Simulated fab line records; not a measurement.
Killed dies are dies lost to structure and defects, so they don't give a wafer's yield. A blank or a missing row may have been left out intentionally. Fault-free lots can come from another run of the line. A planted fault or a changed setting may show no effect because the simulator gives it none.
Which tool is to blame?    flow sfq-line    42 wafers from 14 lots sampled at 6 of the route's 325 steps

WHAT EACH GAUGE READ, for each wafer
The record holds no reading of a measuring or inspecting step that can be judged against a usual standard deviation.

EACH LOT AND THE TOOL THAT RAN IT (in order: tool; ch and the chambers of the sampled wafers; start)
lot   SFQ_TRILAYER_L0_STRIP_STRIP_009    SFQ_TRILAYER_L0_VIA_BARC_OPEN_VIA_ETCH_021  SFQ_TRILAYER_L0_VIA_ETCH_VIA_ETCH_016  SFQ_TRILAYER_M0_LITHO_EXPOSE_022   SFQ_TRILAYER_I3_DEP_PECVD_081    SFQ_TRILAYER_JJ_CE_METRO_MEASURE_117
L560  rie-metal-01 ch 0,1, day 5 13:57   rie-diel-04 ch 0,1,3, day 9 11:49           rie-diel-04 ch 0,1,3, day 9 11:52      krf-scanner-02 ch 0, day 14 08:47  pecvd-02 ch 0,1,2, day 39 16:54  cd-sem-01, day 52 00:34
L561  rie-metal-02 ch 0,1, day 5 18:33   rie-diel-04 ch 0,2,3, day 9 19:01           rie-diel-04 ch 0,2,3, day 9 19:04      krf-scanner-02 ch 0, day 14 19:11  pecvd-04 ch 1,2, day 39 20:29    cd-sem-02, day 52 03:36
L562  rie-metal-02 ch 0,1, day 5 22:21   rie-diel-01 ch 0,1,3, day 9 22:37           rie-diel-01 ch 0,1,3, day 9 22:40      krf-scanner-02 ch 0, day 14 20:59  pecvd-02 ch 0,1,2, day 39 22:56  cd-sem-01, day 52 05:24
L563  rie-metal-04 ch 0, day 5 23:21     rie-diel-01 ch 0,1,3, day 10 03:33          rie-diel-01 ch 0,1,3, day 10 03:35     krf-scanner-02 ch 0, day 14 21:35  pecvd-02 ch 0,2, day 40 01:18    cd-sem-02, day 52 07:19
L564  rie-metal-02 ch 0,1, day 6 00:45   rie-diel-03 ch 0,1,2, day 10 05:57          rie-diel-03 ch 0,1,2, day 10 05:59     krf-scanner-02 ch 0, day 14 23:11  pecvd-04 ch 0,2, day 40 02:32    cd-sem-01, day 52 13:34
L565  rie-metal-04 ch 0,1, day 6 04:09   rie-diel-04 ch 0,1,2, day 10 13:16          rie-diel-04 ch 0,1,2, day 10 13:19     krf-scanner-02 ch 0, day 15 00:11  pecvd-04 ch 0,2, day 40 07:17    cd-sem-02, day 52 17:06
L567  rie-metal-01 ch 0,1, day 6 14:57   rie-diel-01 ch 0,2,3, day 10 21:40          rie-diel-01 ch 0,2,3, day 10 21:43     krf-scanner-02 ch 0, day 15 02:23  pecvd-02 ch 0,1,2, day 40 15:17  cd-sem-02, day 53 04:10
L572  rie-metal-04 ch 0,1, day 7 18:35   rie-diel-01 ch 0,3, day 12 05:00            rie-diel-01 ch 0,3, day 12 05:02       krf-scanner-02, day 17 08:07       pecvd-02 ch 0,1,2, day 43 06:04  cd-sem-01, day 56 08:37
L573  rie-metal-04 ch 0,1, day 8 01:47   rie-diel-03 ch 0,1, day 12 14:36            rie-diel-03 ch 0,1, day 12 14:38       krf-scanner-02, day 17 16:31       pecvd-04 ch 0,1,2, day 43 08:40  cd-sem-02, day 56 11:01
L577  rie-metal-01 ch 0,1, day 8 23:53   rie-diel-01 ch 0,1, day 13 17:00            rie-diel-01 ch 0,1, day 13 17:02       krf-scanner-01 ch 0, day 19 08:57  pecvd-01 ch 1,2, day 44 19:16    cd-sem-02, day 57 23:04
L579  rie-metal-04 ch 0,1, day 9 16:41   rie-diel-01 ch 0,2,3, day 14 18:19          rie-diel-01 ch 0,2,3, day 14 18:22     krf-scanner-01 ch 0, day 20 10:21  pecvd-01 ch 0,1,2, day 45 15:36  cd-sem-02, day 58 13:40
L580  rie-metal-01 ch 0,1, day 9 21:29   rie-diel-03 ch 0,2,3, day 14 23:56          rie-diel-03 ch 0,2,3, day 14 23:58     krf-scanner-01 ch 0, day 20 17:33  pecvd-02 ch 1,2, day 45 20:25    cd-sem-01, day 58 20:40
L581  rie-metal-02 ch 0, day 10 08:31    rie-diel-03 ch 0,2, day 15 10:44            rie-diel-03 ch 0,2, day 15 10:46       krf-scanner-02 ch 0, day 21 11:28  pecvd-04 ch 0,1, day 47 02:34    cd-sem-02, day 63 03:41
L582  rie-metal-01 ch 0,1, day 10 15:44  rie-diel-04 ch 0,1,3, day 15 19:08          rie-diel-04 ch 0,1,3, day 15 19:10     krf-scanner-02 ch 0, day 21 22:28  pecvd-01 ch 0,1,2, day 47 09:36  cd-sem-01, day 63 12:25
- SFQ_TRILAYER_L0_STRIP_STRIP_009: strips in O2.
- SFQ_TRILAYER_L0_VIA_BARC_OPEN_VIA_ETCH_021: etches BARC in O2, target depth 125 nm, time 41.7 s.
- SFQ_TRILAYER_L0_VIA_ETCH_VIA_ETCH_016: etches SiO2 in CHF3, stops on MoNx KI, target depth 80 nm.
- SFQ_TRILAYER_M0_LITHO_EXPOSE_022: exposes mask M0, target cd 500 nm.
- SFQ_TRILAYER_I3_DEP_PECVD_081: deposits SiO2 from SiH4/N2O, time 111.11 s, target thk 500 nm.
- SFQ_TRILAYER_JJ_CE_METRO_MEASURE_117

AS READ BY THE TOOLS THEMSELVES (means over the sampled wafers that have a number; for cases with no such wafer, the mark the record gives instead)
SFQ_TRILAYER_L0_STRIP_STRIP_009. Usual: drypump-motor-current-A 6.0 A, standard deviation 0.5; oes-product-au 1.002 a.u., standard deviation 0.0097.
lot   tool          drypump-motor-current-A (A)  oes-product-au (a.u.)  flag
L560  rie-metal-01  5.9                          1.002                  
L561  rie-metal-02  5.5                          0.997                  
L562  rie-metal-02  5.5                          1.004                  
L563  rie-metal-04  6.2                          1.003                  
L564  rie-metal-02  5.9                          0.994                  
L565  rie-metal-04  6.2                          1.009                  
L567  rie-metal-01  6.2                          1.001                  
L572  rie-metal-04  6.2                          1.004                  
L573  rie-metal-04  6.2                          1.008                  
L577  rie-metal-01  5.8                          0.991                  
L579  rie-metal-04  6.2                          1.017                  
L580  rie-metal-01  5.8                          0.997                  
L581  rie-metal-02  6.3                          0.993                  
L582  rie-metal-01  6.2                          0.992                  

SFQ_TRILAYER_L0_VIA_BARC_OPEN_VIA_ETCH_021. Usual: bias-w 80.01 W, standard deviation 0.25; chamber-pressure-mTorr 30.004 mTorr, standard deviation 0.025; drypump-motor-current-A 5.8 A, standard deviation 0.51; oes-product-au 0.685 a.u., standard deviation 0.0045.
lot   tool         bias-w (W)  chamber-pressure-mTorr (mTorr)  drypump-motor-current-A (A)  oes-product-au (a.u.)  flag
L560  rie-diel-04  79.94       30.021                          5.5                          0.688                  
L561  rie-diel-04  79.91       30.013                          6.1                          0.685                  
L562  rie-diel-01  79.85       30.003                          6.1                          0.688                  
L563  rie-diel-01  80.01       30.012                          6.0                          0.684                  
L564  rie-diel-03  80.01       30.012                          5.4                          0.687                  
L565  rie-diel-04  80.14       29.992                          5.6                          0.686                  
L567  rie-diel-01  79.95       30.007                          6.2                          0.684                  
L572  rie-diel-01  -           -                               -                            -                      OFF
L573  rie-diel-03  -           -                               -                            -                      OFF
L577  rie-diel-01  80.00       29.988                          6.0                          0.686                  
L579  rie-diel-01  80.10       30.008                          6.2                          0.680                  
L580  rie-diel-03  79.95       29.997                          5.8                          0.684                  
L581  rie-diel-03  80.04       29.999                          5.8                          0.689                  
L582  rie-diel-04  79.90       30.014                          5.5                          0.678                  

SFQ_TRILAYER_L0_VIA_ETCH_VIA_ETCH_016. Usual: bias-w 79.99 W, standard deviation 0.25; chamber-pressure-mTorr 30.004 mTorr, standard deviation 0.024; drypump-motor-current-A 5.8 A, standard deviation 0.51; oes-product-au 0.841 a.u., standard deviation 0.0081.
lot   tool         bias-w (W)  chamber-pressure-mTorr (mTorr)  drypump-motor-current-A (A)  oes-product-au (a.u.)  flag
L560  rie-diel-04  80.11       29.996                          5.5                          0.846                  
L561  rie-diel-04  79.84       30.028                          6.1                          0.853                  
L562  rie-diel-01  80.10       29.978                          6.1                          0.842                  
L563  rie-diel-01  79.98       30.008                          6.1                          0.848                  
L564  rie-diel-03  79.92       30.013                          5.4                          0.837                  
L565  rie-diel-04  80.09       30.006                          5.7                          0.834                  
L567  rie-diel-01  79.65       29.988                          6.2                          0.846                  
L572  rie-diel-01  80.10       29.973                          6.1                          0.376                  OFF
L573  rie-diel-03  79.99       30.020                          5.2                          0.377                  OFF
L577  rie-diel-01  79.84       30.000                          6.0                          0.840                  
L579  rie-diel-01  80.05       29.988                          6.2                          0.841                  
L580  rie-diel-03  80.07       29.990                          5.8                          0.841                  
L581  rie-diel-03  80.01       30.016                          5.7                          0.843                  
L582  rie-diel-04  79.86       30.027                          5.5                          0.840                  

SFQ_TRILAYER_M0_LITHO_EXPOSE_022. Usual: exposure-dose-mJ-cm2 14.399, standard deviation 0.014; focus-offset-nm 0.1 nm, standard deviation 0.52.
lot   tool            exposure-dose-mJ-cm2  focus-offset-nm (nm)  flag
L560  krf-scanner-02  14.420                0.1                   
L561  krf-scanner-02  14.399                0.6                   
L562  krf-scanner-02  14.400                0.0                   
L563  krf-scanner-02  14.393                0.2                   
L564  krf-scanner-02  14.399                -0.2                  
L565  krf-scanner-02  14.402                0.3                   
L567  krf-scanner-02  14.410                0.1                   
L572  krf-scanner-02  -                     -                     OFF
L573  krf-scanner-02  -                     -                     OFF
L577  krf-scanner-01  14.373                0.4                   
L579  krf-scanner-01  14.396                0.1                   
L580  krf-scanner-01  14.399                0.3                   
L581  krf-scanner-02  14.400                -0.0                  
L582  krf-scanner-02  14.393                1.0                   

SFQ_TRILAYER_I3_DEP_PECVD_081. Usual: heater-power-w 83 W, standard deviation 9.1; throttle-valve-pct 25.0 %, standard deviation 1.3.
lot   tool      heater-power-w (W)  throttle-valve-pct (%)  flag
L560  pecvd-02  79                  26.1                    
L561  pecvd-04  76                  24.2                    
L562  pecvd-02  85                  26.0                    
L563  pecvd-02  86                  25.4                    
L564  pecvd-04  80                  23.9                    
L565  pecvd-04  77                  24.0                    
L567  pecvd-02  83                  26.3                    
L572  pecvd-02  78                  26.0                    
L573  pecvd-04  74                  24.5                    
L577  pecvd-01  89                  23.5                    
L579  pecvd-01  92                  23.6                    
L580  pecvd-02  88                  26.9                    
L581  pecvd-04  70                  25.3                    
L582  pecvd-01  90                  23.6                    

SFQ_TRILAYER_JJ_CE_METRO_MEASURE_117. Usual: cd-nm reads 699.9 nm (standard deviation 1.4).
lot   tool       cd-nm (nm)  flag
L560  cd-sem-01  699.6       
L561  cd-sem-02  699.4       
L562  cd-sem-01  697.7       
L563  cd-sem-02  699.8       
L564  cd-sem-01  699.3       
L565  cd-sem-02  698.2       
L567  cd-sem-02  700.4       
L572  cd-sem-01  -           OFF
L573  cd-sem-02  -           OFF
L577  cd-sem-02  699.9       
L579  cd-sem-02  701.7       
L580  cd-sem-01  700.4       
L581  cd-sem-02  699.5       
L582  cd-sem-01  698.3       

THE ANSWER, worked out from the rows above alone
Rule: a lot counts as off when the mean over its wafers that have a number is more than 3 standard deviations away from the usual mean. Also off: a lot with no number at a reading for which 4 or more lots have one. All remaining lots with rows at the step are treated as sound. First the gauges in route order, then the tools' own readings, where a lot's mean is used as printed above. At the first step where some lot is off, the reading lying furthest off is the one used; lots without a number count as furthest.
Off: L572, L573 (SFQ_TRILAYER_L0_VIA_BARC_OPEN_VIA_ETCH_021, bias-w). Without a number there: L572, L573.
If a tool, at that step or one of the process steps before it, ran each lot that is off and ran no sound lot following the first of them, it fits. Not one of the candidates tried fits.

WHAT THE SIMULATOR HAD INSERTED
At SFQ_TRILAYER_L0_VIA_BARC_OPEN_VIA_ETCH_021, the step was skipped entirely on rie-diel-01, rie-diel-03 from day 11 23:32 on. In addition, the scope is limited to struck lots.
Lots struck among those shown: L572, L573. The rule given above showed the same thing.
